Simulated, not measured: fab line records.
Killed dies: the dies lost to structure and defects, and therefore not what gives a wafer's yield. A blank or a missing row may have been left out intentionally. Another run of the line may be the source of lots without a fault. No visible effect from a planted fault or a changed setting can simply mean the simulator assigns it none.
fab line records	flow gf180mcu
[record] lots = 12	wafers = 36	last_day = 34
route steps=602 shown DNWELL@40 DUAL_GATE@144 HV_LDD@225 M2@366
lots that met no fault: taken from a fault-free run of the same line
start_h: hours from the record's first day to the start of the lot's first wafer shown	wait_h: time in hours since the lot's previous step	" unchanged from the row above	L1.1+2: a row that stands for several wafers	- no value, or no start given	* or withheld: withheld	< > ~ a bound
route shown NAME@n: names a module that has steps shown in the file, with the first one's number in the route	usual: mean and standard deviation over wafers with no fault	same: alike in all rows	chamber/n: place in a boat	sites: per-site readings	_std_site: the values' standard deviation	_edge_site: mean of outer sites minus mean of inner sites	radius_mm: for every site, how far away it sits from the centre of the wafer	mask NAME#n: copy n	behind: the tool/chamber that last shaped the wafer	hold: why the lot went on hold/how many hours it stayed there/how the hold came to an end	device: the n, p or np transistor that did not switch	end of line: the route-end tests of the same wafers	a step with no rows: only its recipe	killed: not the wafer's yield, but the dies lost to structure and defects at the first sort	map: the dies of a wafer, with x for killed, . for not killed, _ for no die there
set.NAME: the setting the step ran with; set.NAME@STEP: the setting that earlier step ran with	model.NAME: the simulator's own value behind a step, which no gauge read
route steps across a sampled set of lots; one table per step, one row per wafer
services: from which hour (start_h, from the record's first day; less than 0 if before it) a tool's chamber was out of use, for how many hours, and why
[[steps]]
[step GF_DNWELL_STRIP_08]
[recipe] chemistry = O2/N2	power_w = 1400	pressure_mtorr = 1500	platen_temp_c = 250	o2_flow_sccm = 3000	n2_flow_sccm = 300	overash_fraction = 0.5
[usual] drypump_motor_current_A = 5.7/0.38	heater_power_w = 329/28	n2_flow_sccm = 300.0/0.96	o2_flow_sccm = 3000/8.3	oes_product_au = 0.723/0.0042	strip_time_to_endpoint_s = 36.93/0.097
lot.wafer	tool	chamber	start_h	wait_h	drypump_motor_current_A	heater_power_w	n2_flow_sccm	o2_flow_sccm	oes_product_au	rf_hours_counter_h	strip_time_to_endpoint_s
L252.1	plasma_asher-03	0	48.93	0.1	6.3	305	299.7	2991	0.724	43	36.90
L252.3	"	1	"	"	5.7	301	299.7	2987	0.714	-	37.07
L252.6	"	1	"	"	5.7	304	298.7	2999	0.719	-	37.01
L253.2	plasma_asher-03	0	52.46	0.1	6.3	312	300.7	2996	0.723	43	37.04
L253.3	"	0	"	"	6.3	315	299.8	3008	0.722	-	36.95
L253.6	"	1	"	"	5.7	293	302.0	2992	0.731	-	37.02
L259.1	plasma_asher-01	0	88.25	0.1	5.2	325	300.5	3000	0.722	37	36.93
L259.4	"	0	"	"	5.2	323	300.8	3002	0.726	-	36.87
L259.5	"	0	"	"	5.2	330	301.8	3003	0.729	-	36.79
L260.1	plasma_asher-01	1	96.18	0.1	6.0	340	300.7	2992	0.725	38	36.82
L260.5	"	1	"	"	6.0	347	300.8	3000	0.722	-	36.83
L260.6	"	0	"	"	5.2	327	300.3	3006	0.728	-	36.83
L262.1	plasma_asher-03	1	102.87	0.1	5.7	298	300.1	2991	0.720	49	36.81
L262.2	"	0	"	"	6.3	312	299.7	2993	0.728	49	36.78
L262.5	"	1	"	"	5.7	298	301.7	2999	0.722	-	36.90
L266.1	plasma_asher-01	0	123.27	0.1	5.2	325	300.3	2987	0.728	41	36.88
L266.2	"	1	"	"	6.0	343	300.2	3009	0.728	41	36.94
L266.6	"	0	"	"	5.2	329	300.2	3001	0.729	-	37.03
L267.2	plasma_asher-03	0	127.52	0.1	6.3	314	300.5	3011	0.722	51	36.94
L267.4	"	0	"	"	6.3	315	300.1	3003	0.723	-	36.94
L267.5	"	1	"	"	5.7	301	299.3	3014	0.720	-	36.90
L270.1	plasma_asher-01	0	143.21	0.1	5.2	324	299.8	3001	0.725	42	36.88
L270.3	"	1	"	"	6.0	348	301.9	2989	0.722	-	36.82
L270.4	"	0	"	"	5.2	327	301.0	2990	0.719	-	36.81
L271.1	plasma_asher-01	1	151.17	0.1	6.0	340	300.2	2998	0.728	43	36.88
L271.4	"	0	"	"	5.2	337	300.8	2990	0.729	-	36.92
L271.5	"	1	"	"	6.0	342	299.4	3012	0.723	-	36.88
L272.2	plasma_asher-02	0	154.36	0.1	5.9	300	301.4	3013	0.725	36	36.95
L272.5	"	1	"	"	5.5	391	298.4	2989	0.722	-	37.08
L272.6	"	0	"	"	5.9	306	299.5	3013	0.719	-	36.85
L273.1	plasma_asher-01	0	158.07	0.1	5.2	327	299.0	3004	0.722	44	36.98
L273.2	"	1	"	"	6.0	347	300.8	2997	0.719	44	36.96
L273.6	"	0	"	"	5.2	331	299.1	2998	0.726	-	36.93
L274.2	plasma_asher-02	1	164.80	0.1	5.4	384	300.7	3006	0.722	37	37.12
L274.3	"	0	"	"	5.9	312	300.3	2987	0.722	-	37.12
L274.4	"	1	"	"	5.4	391	298.6	3007	0.725	-	37.15
[step GF_DUAL_GATE_THK_MEAS_03]
[recipe] reads = SiO2_of_DUAL_GATE_OXIDATION_02
[usual] DUAL_GATE_OXIDATION_00_THK = 10.92/0.22
lot.wafer	tool	chamber	start_h	wait_h	DUAL_GATE_OXIDATION_00_THK[nm]
L252.1	film_metro-04	-	167.29	0.0	11.30
L252.3	"	-	"	"	11.14
L252.6	"	-	"	"	11.15
L253.2	film_metro-03	-	173.79	0.0	10.40
L253.3	"	-	"	"	10.62
L253.6	"	-	"	"	10.58
L259.1	film_metro-02	-	218.24	0.0	11.14
L259.4	"	-	"	"	11.11
L259.5	"	-	"	"	10.88
L260.1	film_metro-04	-	226.18	0.0	10.99
L260.5	"	-	"	"	10.99
L260.6	"	-	"	"	11.09
L262.1	film_metro-02	-	237.96	0.0	10.70
L262.2	"	-	"	"	10.90
L262.5	"	-	"	"	10.87
L266.1	film_metro-03	-	260.91	0.0	10.90
L266.2	"	-	"	"	11.05
L266.6	"	-	"	"	11.04
L267.2	film_metro-02	-	267.93	0.0	11.30
L267.4	"	-	"	"	11.06
L267.5	"	-	"	"	11.25
L270.1	film_metro-03	-	287.96	0.0	10.56
L270.3	"	-	"	"	10.50
L270.4	"	-	"	"	10.45
L271.1	film_metro-02	-	299.05	0.0	10.96
L271.4	"	-	"	"	11.19
L271.5	"	-	"	"	10.70
L272.2	film_metro-02	-	304.15	0.0	10.58
L272.5	"	-	"	"	10.39
L272.6	"	-	"	"	10.57
L273.1	film_metro-03	-	307.95	0.0	11.13
L273.2	"	-	"	"	11.16
L273.6	"	-	"	"	10.97
L274.2	film_metro-02	-	316.58	0.0	10.99
L274.3	"	-	"	"	11.06
L274.4	"	-	"	"	10.82
[step GF_HV_LDD_STRIP_49]
[recipe] chemistry = O2/N2	power_w = 1400	pressure_mtorr = 1500	platen_temp_c = 250	o2_flow_sccm = 3000	n2_flow_sccm = 300	overash_fraction = 0.5
[usual] drypump_motor_current_A = 5.7/0.38	heater_power_w = 330/26	n2_flow_sccm = 300.1/0.89	o2_flow_sccm = 2998/9.8	oes_product_au = 0.716/0.0046	strip_time_to_endpoint_s = 12.61/0.032
lot.wafer	tool	chamber	start_h	wait_h	drypump_motor_current_A	heater_power_w	n2_flow_sccm	o2_flow_sccm	oes_product_au	rf_hours_counter_h	strip_time_to_endpoint_s
L252.1	plasma_asher-03	1	280.63	0.1	5.7	301	300.1	3022	0.723	68	12.59
L252.3	"	0	"	"	6.3	312	299.0	2988	0.711	-	12.63
L252.6	"	1	"	"	5.7	307	300.3	3021	0.716	-	12.62
L253.2	plasma_asher-01	1	289.83	0.1	6.0	343	297.7	2997	0.722	58	12.60
L253.3	"	0	"	"	5.2	326	300.0	3000	0.710	-	12.61
L253.6	"	0	"	"	5.2	333	300.3	2988	0.718	-	12.58
L259.1	plasma_asher-03	1	343.90	0.1	5.7	297	299.9	2986	0.715	74	12.60
L259.4	"	1	"	"	5.7	312	298.8	2999	0.717	-	12.61
L259.5	"	0	"	"	6.3	313	301.0	2996	0.722	-	12.66
L260.1	plasma_asher-03	1	352.88	0.1	5.7	307	299.8	3004	0.723	75	12.59
L260.5	"	1	"	"	5.7	297	299.7	3002	0.709	-	12.61
L260.6	"	0	"	"	6.3	302	361.0	2997	0.718	-	12.63
L262.1	plasma_asher-03	0	364.25	0.1	6.3	309	359.7	3000	0.715	76	12.62
L262.2	"	1	"	"	5.7	303	299.7	2994	0.718	76	12.59
L262.5	"	1	"	"	5.7	294	298.6	3012	0.710	-	12.59
L266.1	plasma_asher-02	0	398.90	0.1	5.9	309	300.2	3006	0.714	62	12.58
L266.2	"	1	"	"	5.4	388	300.0	3010	0.716	62	12.55
L266.6	"	1	"	"	5.4	396	300.6	3006	0.716	-	12.57
L267.2	plasma_asher-02	0	402.85	0.1	5.9	306	300.7	2984	0.715	63	12.63
L267.4	"	0	"	"	5.9	299	300.7	3000	0.717	-	12.56
L267.5	"	0	"	"	5.9	310	300.9	3008	0.717	-	12.59
L270.1	plasma_asher-02	0	427.40	0.1	5.9	318	298.9	2983	0.714	66	12.57
L270.3	"	1	"	"	5.4	388	299.7	2986	0.714	-	12.59
L270.4	"	0	"	"	5.9	308	299.6	2991	0.707	-	12.55
L271.1	plasma_asher-01	1	439.13	0.1	5.9	335	301.7	3004	0.716	73	12.61
L271.4	"	0	"	"	5.2	334	299.3	2996	0.714	-	12.62
L271.5	"	0	"	"	5.2	326	301.0	3003	0.711	-	12.66
L272.2	plasma_asher-02	0	445.40	0.1	5.9	306	301.0	2993	0.717	68	12.57
L272.5	"	0	"	"	5.9	309	300.2	2986	0.725	-	12.59
L272.6	"	1	"	"	5.4	383	299.0	2984	0.721	-	12.58
L273.1	plasma_asher-01	0	449.11	0.1	5.2	329	298.8	3001	0.718	74	12.64
L273.2	"	1	"	"	5.9	349	299.4	3002	0.728	74	12.65
L273.6	"	1	"	"	6.0	335	300.5	3003	0.707	-	12.71
L274.2	plasma_asher-03	1	458.51	0.1	5.7	314	299.1	3002	0.709	3	12.59
L274.3	"	1	"	"	5.7	314	299.3	2992	0.706	-	12.62
L274.4	"	0	"	"	6.3	304	300.3	2996	0.718	-	12.62
[step GF_M2_SPUTTER_04]
[recipe] material = TiN	target_thk_nm = 50	power_w = 6500	time_s = 41.7	chamber_pressure_pa = 0.4
[usual] throttle_valve_pct = 30.3/1.1
lot.wafer	tool	chamber	start_h	wait_h	throttle_valve_pct
L252.1	pvd_sputter-02	-	422.34	0.0	31.8
L252.3	"	-	"	"	31.1
L252.6	"	-	"	"	31.9
L253.2	pvd_sputter-02	-	432.07	0.0	30.5
L253.3	"	-	"	"	31.0
L253.6	"	-	"	"	30.5
L259.1	pvd_sputter-04	-	492.95	0.0	30.7
L259.4	"	-	"	"	27.7
L259.5	"	-	"	"	30.1
L260.1	pvd_sputter-01	-	505.17	0.0	31.6
L260.5	"	-	"	"	30.1
L260.6	"	-	"	"	29.4
L262.1	pvd_sputter-02	-	515.69	0.0	30.6
L262.2	"	-	"	"	30.8
L262.5	"	-	"	"	30.6
L266.1	pvd_sputter-02	-	550.29	0.0	32.0
L266.2	"	-	"	"	31.0
L266.6	"	-	"	"	29.3
L267.2	pvd_sputter-01	-	555.91	0.0	31.2
L267.4	"	-	"	"	31.5
L267.5	"	-	"	"	29.6
L270.1	pvd_sputter-04	-	578.76	0.0	28.5
L270.3	"	-	"	"	30.9
L270.4	"	-	"	"	30.1
L271.1	pvd_sputter-01	-	587.41	0.0	29.8
L271.4	"	-	"	"	29.5
L271.5	"	-	"	"	30.8
L272.2	pvd_sputter-02	-	592.16	0.0	30.5
L272.5	"	-	"	"	30.7
L272.6	"	-	"	"	32.0
L273.1	pvd_sputter-02	-	596.94	0.0	30.9
L273.2	"	-	"	"	29.1
L273.6	"	-	"	"	29.3
L274.2	pvd_sputter-01	-	605.74	0.0	29.5
L274.3	"	-	"	"	30.0
L274.4	"	-	"	"	30.9
[[services]]
tool	chamber	start_h	hours	kind
pvd_sputter-02	-	31.19	2.6	repair
pvd_sputter-02	-	42.85	10.8	repair
pvd_sputter-01	-	90.37	5.1	repair
plasma_asher-01	-	119.16	3.3	repair
pvd_sputter-02	-	132.33	12.5	repair
pvd_sputter-01	-	137.83	5.0	repair
plasma_asher-03	-	184.86	2.8	pm
plasma_asher-03	-	199.22	0.7	repair
plasma_asher-02	-	248.67	1.1	repair
pvd_sputter-01	-	259.47	1.8	repair
plasma_asher-02	-	284.41	0.8	repair
plasma_asher-03	-	323.52	4.4	repair
plasma_asher-01	-	331.99	1.3	repair
pvd_sputter-01	-	343.08	6.9	repair
pvd_sputter-02	-	366.00	0.8	repair
plasma_asher-03	-	383.52	5.4	repair
plasma_asher-03	-	421.25	9.0	pm
pvd_sputter-02	-	423.31	6.9	repair
pvd_sputter-02	-	468.62	5.7	repair
plasma_asher-01	-	501.59	2.8	pm
plasma_asher-01	-	515.56	2.4	repair
plasma_asher-03	-	524.04	0.4	repair
plasma_asher-03	-	576.81	2.0	repair
plasma_asher-02	-	596.24	5.6	repair
[[key]]
[first_sign] step = GF_HV_LDD_STRIP_49	reading = n2_flow_sccm	direction = up	sigmas = 67	usual = 300.1	struck = 360.3
effect none on later readings
met_at GF_HV_LDD_STRIP_49
struck_lots L260,L262
struck_wafers L260.6,L262.1
tester_left_out L260,L262
not_acting_at GF_DNWELL_STRIP_08,GF_DUAL_GATE_THK_MEAS_03,GF_M2_SPUTTER_04
onset_between 343.90 352.88
[fault] kind = process_parameter_drift	tool = plasma_asher-03	chamber = 0	onset_h = 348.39	steps = GF_HV_LDD_STRIP_49	channel = n2_flow_sccm	offset = 60	shape = step	end_h = 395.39	acts_in = these_recipes_only	stated = 300
// tester_left_out: of these lots the tester's yield and bins aren't shown, on N5 and GAA mostly nor the transistor test; their killed dies are dies lost to structure and defects alone, not to doping, threshold or leakage, so they don't give the yield
